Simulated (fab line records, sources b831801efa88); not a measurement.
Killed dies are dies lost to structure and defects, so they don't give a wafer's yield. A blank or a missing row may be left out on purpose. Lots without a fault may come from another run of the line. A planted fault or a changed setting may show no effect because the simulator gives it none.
Chamber matching | flow gf180mcu | GF_V2_CVD_02 on pecvd-01: 3 sister chambers
The step deposits SiO2 from TEOS, target thk 850 nm, time 94.851 s. 18 wafers are shown with their chamber, then 9 later ones without.

WAFERS WITH THEIR CHAMBER
wafer  | chamber | heater_power_w (W)
L074.1 | 2       | 787
L074.2 | 1       | 765
L074.3 | 0       | 725
L074.4 | 2       | 870
L074.5 | 1       | 622
L074.6 | 0       | 786
L085.1 | 1       | 739
L085.2 | 2       | 903
L085.4 | 2       | 930
L091.2 | 1       | 613
L091.4 | 2       | 910
L091.5 | 1       | 714
L093.1 | 2       | 799
L093.2 | 1       | 635
L093.3 | 0       | 723
L093.4 | 2       | 858
L093.5 | 1       | 697
L093.6 | 0       | 800

SIGNATURES (means of the wafers above)
reading        | chamber 0 | chamber 1 | chamber 2 | scatter within a chamber
heater_power_w | 758.50    | 683.57    | 865.29    | 54.8
Rule: a wafer's distance from a chamber is the root of the sum, over the readings, of the square of ((its reading less the chamber's mean) divided by the reading's scatter). The wafer belongs to the nearest chamber; if the next one is less than 2 further off, it can't be placed. The scatter: the root of (the sum of the squares of (reading less its chamber's mean) over the shown wafers, divided by (wafers less chambers)).

WAFERS WITHOUT THEIR CHAMBER
wafer  | heater_power_w (W)
L094.1 | 670
L094.4 | 891
L094.5 | 743
L095.1 | 936
L095.2 | 769
L095.3 | 842
L095.4 | 893
L095.5 | 612
L095.6 | 754

WHICH CHAMBER EACH WENT THROUGH
wafer  | from the rows above          | in truth
L094.1 | can't be placed: 1 or 0      | 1
L094.4 | can't be placed: 2 or 0      | 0
L094.5 | can't be placed: 0 or 1 or 2 | 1
L095.1 | can't be placed: 2 or 0      | 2
L095.2 | can't be placed: 0 or 1 or 2 | 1
L095.3 | can't be placed: 2 or 0      | 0
L095.4 | can't be placed: 2 or 0      | 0
L095.5 | can't be placed: 1 or 0      | 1
L095.6 | can't be placed: 0 or 1 or 2 | 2
Placed correctly: 0 of 9. Can't be placed from these rows: 9 (the true chamber is among the candidates in 9). Placed wrongly: 0.
